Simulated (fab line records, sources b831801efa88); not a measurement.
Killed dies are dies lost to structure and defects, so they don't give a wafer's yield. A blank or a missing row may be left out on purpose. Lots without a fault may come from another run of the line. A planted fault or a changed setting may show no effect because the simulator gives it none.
A struck lot beside a sound one | flow sky130 | 17 steps out of a route of 708
Sound: wafers L132.3, L132.5, L132.6. Struck: wafers L121.1, L121.2, L121.3. The cause comes at the end.
At each step with rows: each side's tool, then ch and its chambers, then its first start. Under that, the readings that differ: sound wafers | struck wafers | difference of the means | sigmas: that difference in standard deviations of wafers without a fault.
alike: readings whose means differ by less than 2 such deviations, and words and numbers that are the same on both sides. not compared: withheld readings, readings that some wafer has no value for, bounds like >300 that may hide the same value, and numbers for which the record gives no deviation and whose values overlap.
The two part at a step that has a row with sigmas, a row that says differs or no value, or rows on one side only. Numbers that don't overlap but have no deviation are shown without sigmas and don't part them. A reading that every wafer of one side lacks parts them only if that side has two wafers or more.

SKY_LDD_P_OVL_MEAS_08:
  sound on overlay-02, day 25 10:31; struck on overlay-01, day 21 15:55
  alike: LDD_P_OVL
then, 1 step without rows for these wafers: SKY_LDD_P_IMPLANT_09.
SKY_LDD_P_STRIP_10: strips in O2/N2.
  sound on plasma_asher-04 ch 0,1, day 25 10:44; struck on plasma_asher-04 ch 0,1, day 21 16:06
  alike: drypump_motor_current_A, oes_product_au, strip_time_to_endpoint_s
  not compared: rf_hours_counter_h
SKY_LDD_P_TW_MEAS_11:
  sound on film_metro-03, day 25 10:49; struck on film_metro-03, day 21 16:12
  alike: LDD_P_TW
then, 7 steps without rows for these wafers: SKY_LDD_HVN_DEHYDRATE_00 (time 60 s); SKY_LDD_HVN_HMDS_01 (prime time 60 s); SKY_LDD_HVN_COAT_02 (resist thk 300 nm); SKY_LDD_HVN_SOFTBAKE_03 (time 60 s); SKY_LDD_HVN_EXPOSE_04 (exposes mask HVNTM, target cd 700 nm); SKY_LDD_HVN_PEB_05; SKY_LDD_HVN_DEVELOP_06 (develop time 60 s).
SKY_LDD_HVN_OVL_MEAS_07:
  sound on overlay-01, day 26 15:27; struck on overlay-01, day 22 21:47
  alike: LDD_HVN_OVL
SKY_LDD_HVN_IMPLANT_08:
  sound on implanter-04 ch 0, day 26 15:31; struck on implanter-04 ch 0, day 22 21:49
  reading            | sound                     | struck                        | difference | sigmas
  dose_ions_cm2      | 3e+13 3.002e+13 3.001e+13 | 2.007e+13 2.005e+13 2.004e+13 | -9.957e+12 | -99 or more
  faraday_current_uA | 169 170 168               | 113 116 107                   | -57        | -17
SKY_LDD_HVN_STRIP_09: strips in O2/N2.
  sound on plasma_asher-02 ch 0,1, day 26 15:40; struck on plasma_asher-02 ch 0,1, day 22 21:58
  reading                      | sound             | struck            | difference | sigmas
  strip_time_to_endpoint_s (s) | 4.142 4.168 4.170 | 4.110 4.126 4.111 | -0.044     | -2
  alike: drypump_motor_current_A, oes_product_au
  not compared: rf_hours_counter_h
SKY_LDD_HVN_TW_MEAS_10:
  sound on film_metro-03, day 26 15:44; struck on film_metro-03, day 22 22:04
  reading    | sound          | struck         | difference | sigmas
  LDD_HVN_TW | 1449 1451 1437 | 1259 1264 1270 | -181       | -26
then, 1 step without rows for these wafers: SKY_LDD_HVP_DEHYDRATE_00 (time 60 s).
-- the record jumps here: 25 days lie between the struck wafers' starts before and after (it left off in module LDD_HVP and takes up again in module PAD_OPEN, whose first step shown is number 708 of the route) --
SKY_PAD_OPEN_PROBE_99:
  sound on prober-02, day 49 21:23; struck on prober-02, day 47 11:58
  reading                                 | sound                | struck               | difference | sigmas
  model.etest.tip_n_5v.rs_ohm_sq          | 1377 1395 1376       | 1930 1951 1946       | +560       |
  model.etest.nfet_g5v0d10v5.r_on_ohm_um  | 1855 1856 1845       | 1984 1977 1996       | +134       |
  model.etest.tip_n_5v.rs_ohm_sq_range    | 21.39 40.72 10.26    | 49.31 54.27 68.47    | +33.23     |
  model.etest.nfet_g5v0d10v5.drive_ua_um  | 617.2 618 619        | 578.2 577.9 576.9    | -40.4      |
  model.etest.nfet_05v0_nvt.drive_ua_um   | 582.6 584.4 583.7    | 556.6 559.9 554.5    | -26.6      |
  model.etest.nfet_g5v0d10v5.vt_sat_v (V) | 0.7582 0.749 0.7562  | 0.7876 0.7983 0.7991 | +0.0405    |
  model.etest.nfet_g5v0d10v5.vt_v (V)     | 0.8163 0.8064 0.8142 | 0.8321 0.8411 0.8442 | +0.0268    |
  alike: killed_at_M0_to_M3, killed_at_M4_up, killed_at_contacts, killed_at_front_end, killed_at_other, killed_dies, killed_open, killed_short

WHERE THEY PART
First at SKY_LDD_HVN_IMPLANT_08; last, within this record, at SKY_LDD_HVN_TW_MEAS_10. Later steps at which nothing parts them and some readings are alike: SKY_PAD_OPEN_PROBE_99.

WHY: what the simulator had put in
Process parameter drift: implanter-04, from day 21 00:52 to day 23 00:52, at SKY_LDD_HVN_IMPLANT_08. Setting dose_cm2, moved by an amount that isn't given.
